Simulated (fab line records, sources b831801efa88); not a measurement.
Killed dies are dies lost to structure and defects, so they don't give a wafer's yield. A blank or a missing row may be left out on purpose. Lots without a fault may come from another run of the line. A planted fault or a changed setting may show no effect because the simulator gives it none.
Which tool did it? | flow sky130 | 10 lots, 30 wafers sampled, at 6 steps of a route of 708

WHAT THE GAUGES READ, wafer by wafer
SKY_CONTACT_CD_MEAS_14: target cd 170 nm. Usual: cd_nm 170.4 nm, standard deviation 1.9.
lot  | measured     | on        | cd_nm (nm)        | flag
L995 | day 31 08:32 | cd_sem-02 | 172.0 171.4 173.7 |
L999 | day 34 02:29 | cd_sem-02 | 171.6 172.8 170.6 |
L100 | day 34 08:37 | cd_sem-02 | 172.3 172.0 171.8 |
L104 | day 35 02:11 | cd_sem-01 | 169.2 168.6 169.1 |
L106 | day 35 17:52 | cd_sem-01 | 170.1 169.9 170.8 |
L105 | day 35 19:29 | cd_sem-01 | 170.6 171.9 169.3 |
L109 | day 36 12:05 | cd_sem-01 | 173.4 172.4 172.8 |
L110 | day 36 18:56 | cd_sem-02 | 168.2 168.4 169.5 |
L114 | day 38 02:10 | cd_sem-02 | 169.4 168.6 168.7 |
L115 | day 38 07:52 | cd_sem-01 | 168.4 168.2 169.0 |

SKY_VIA1_OVL_MEAS_13. Usual: VIA1_OVL 6 nm, standard deviation 5.3.
lot  | measured     | on         | VIA1_OVL (nm) | flag
L995 | day 33 17:56 | overlay-01 | 5 1 5         |
L999 | day 36 10:44 | overlay-02 | 11 9 6        |
L100 | day 36 17:21 | overlay-01 | 1 0 -4        |
L104 | day 37 09:48 | overlay-01 | -2 7 2        |
L106 | day 38 00:32 | overlay-01 | 12 1 11       |
L105 | day 38 01:56 | overlay-02 | 4 5 4         |
L109 | day 38 18:09 | overlay-01 | 1 0 -2        |
L110 | day 39 02:08 | overlay-02 | 10 8 9        |
L114 | day 40 07:08 | overlay-02 | -1 -6 2       |
L115 | day 40 12:44 | overlay-01 | 10 13 12      |

SKY_METAL2_RS_MEAS_05: measures by four-point-probe. Usual: METAL2_ALCU_RS 0.1272 ohm/sq, standard deviation 0.0014.
lot  | measured     | on            | METAL2_ALCU_RS (ohm/sq) | flag
L995 | day 33 19:26 | film_metro-02 | 0.1267 0.1284 0.1271    |
L999 | day 36 12:15 | film_metro-01 | 0.1274 0.1268 0.1274    |
L100 | day 36 18:51 | film_metro-03 | 0.1274 0.1284 0.1274    |
L104 | day 37 11:21 | film_metro-01 | 0.1282 0.1300 0.1279    |
L106 | day 38 02:03 | film_metro-03 | 0.1285 0.1643 0.1296    | OFF
L105 | day 38 03:26 | film_metro-03 | 0.1270 0.1279 0.1263    |
L109 | day 38 19:40 | film_metro-02 | 0.1648 0.1634 0.1281    | OFF
L110 | day 39 04:09 | film_metro-01 | 0.1286 0.1617 0.1624    | OFF
L114 | day 40 08:37 | film_metro-01 | 0.1250 0.1265 0.1259    |
L115 | day 40 14:13 | film_metro-03 | 0.1263 0.1263 0.1259    |

SKY_METAL2_THK_MEAS_06: measures by xrf. Usual: METAL2_ALCU_THK 254.5 nm, standard deviation 2.9.
lot  | measured     | on            | METAL2_ALCU_THK (nm) | flag
L995 | day 33 19:33 | film_metro-02 | 255.0 250.7 254.1    |
L999 | day 36 12:22 | film_metro-01 | 254.7 257.0 255.3    |
L100 | day 36 18:58 | film_metro-03 | 255.5 252.2 254.4    |
L104 | day 37 11:27 | film_metro-01 | 251.2 248.8 251.7    |
L106 | day 38 02:10 | film_metro-03 | 252.6 209.1 250.6    | OFF
L105 | day 38 03:33 | film_metro-03 | 255.5 252.3 254.4    |
L109 | day 38 19:47 | film_metro-02 | 210.0 211.7 251.2    | OFF
L110 | day 39 04:16 | film_metro-01 | 251.6 214.6 214.1    | OFF
L114 | day 40 08:44 | film_metro-01 | 260.6 254.7 256.1    |
L115 | day 40 14:20 | film_metro-03 | 255.6 255.5 257.3    |

WHICH TOOL RAN EACH LOT (tool, then ch and the chambers of the sampled wafers, then the start)
lot  | SKY_METAL1_SPUTTER_01        | SKY_METAL2_SPUTTER_02
L995 | pvd_sputter-01, day 31 10:04 | pvd_sputter-02, day 33 19:20
L999 | pvd_sputter-03, day 34 04:01 | pvd_sputter-02, day 36 12:08
L100 | pvd_sputter-01, day 34 10:18 | pvd_sputter-03, day 36 18:45
L104 | pvd_sputter-03, day 35 03:48 | pvd_sputter-02, day 37 11:13
L106 | pvd_sputter-03, day 35 19:25 | pvd_sputter-02, day 38 01:58
L105 | pvd_sputter-04, day 35 21:04 | pvd_sputter-03, day 38 03:20
L109 | pvd_sputter-01, day 36 13:39 | pvd_sputter-02, day 38 19:35
L110 | pvd_sputter-04, day 36 20:32 | pvd_sputter-02, day 39 04:03
L114 | pvd_sputter-01, day 38 03:43 | pvd_sputter-04, day 40 08:32
L115 | pvd_sputter-03, day 38 09:25 | pvd_sputter-03, day 40 14:08
- SKY_METAL1_SPUTTER_01: material TiN, target thk 20 nm, time 16.7 s.
- SKY_METAL2_SPUTTER_02: material AlCu, target thk 250 nm, time 13.3 s.

WHAT THE TOOLS THEMSELVES READ (means of the sampled wafers that have a number; where no wafer has one, the mark that the record gives instead)
SKY_METAL1_SPUTTER_01. Usual: throttle_valve_pct 29.3 %, standard deviation 0.81.
lot  | tool           | throttle_valve_pct (%) | flag
L995 | pvd_sputter-01 | 29.4                   |
L999 | pvd_sputter-03 | 30.1                   |
L100 | pvd_sputter-01 | 29.7                   |
L104 | pvd_sputter-03 | 29.7                   |
L106 | pvd_sputter-03 | 29.6                   |
L105 | pvd_sputter-04 | 28.5                   |
L109 | pvd_sputter-01 | 29.3                   |
L110 | pvd_sputter-04 | 28.6                   |
L114 | pvd_sputter-01 | 29.6                   |
L115 | pvd_sputter-03 | 29.8                   |

SKY_METAL2_SPUTTER_02. Usual: throttle_valve_pct 29.5 %, standard deviation 1.1.
lot  | tool           | throttle_valve_pct (%) | flag
L995 | pvd_sputter-02 | 29.8                   |
L999 | pvd_sputter-02 | 30.0                   |
L100 | pvd_sputter-03 | 29.5                   |
L104 | pvd_sputter-02 | 30.0                   |
L106 | pvd_sputter-02 | 30.6                   |
L105 | pvd_sputter-03 | 29.6                   |
L109 | pvd_sputter-02 | 29.8                   |
L110 | pvd_sputter-02 | 29.9                   |
L114 | pvd_sputter-04 | 28.5                   |
L115 | pvd_sputter-03 | 29.6                   |

THE ANSWER, worked out from the rows above alone
Rule: a lot is off if the mean of its wafers that have a number lies more than 3 standard deviations from the usual mean. A lot without any number at a reading at which 4 lots or more have one is off too. The other lots that the step has rows for count as sound. The gauges are gone through in route order, then the tools' own readings, and for those a lot's mean is taken as printed above. The first step at which some lot is off is used, and at that step the reading that is off furthest; a lot without a number counts as furthest.
Off: L106, L109, L110, at SKY_METAL2_RS_MEAS_05 (METAL2_ALCU_RS).
A tool fits if, at a process step before that reading, it ran every lot that is off, and no sound lot after the first of them. The gauges at SKY_METAL2_RS_MEAS_05 are tried like those tools. One fits: pvd_sputter-02 at SKY_METAL2_SPUTTER_02. Its last sound lot is L104 (day 37 11:13), its first lot that is off L106 (day 38 01:58): a fault that began between those two fits.

WHAT THE SIMULATOR HAD PUT IN
Site profile drift: pvd_sputter-02, from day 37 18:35 on, at SKY_METAL2_SPUTTER_02. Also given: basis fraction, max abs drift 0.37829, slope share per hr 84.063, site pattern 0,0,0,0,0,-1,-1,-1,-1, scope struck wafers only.
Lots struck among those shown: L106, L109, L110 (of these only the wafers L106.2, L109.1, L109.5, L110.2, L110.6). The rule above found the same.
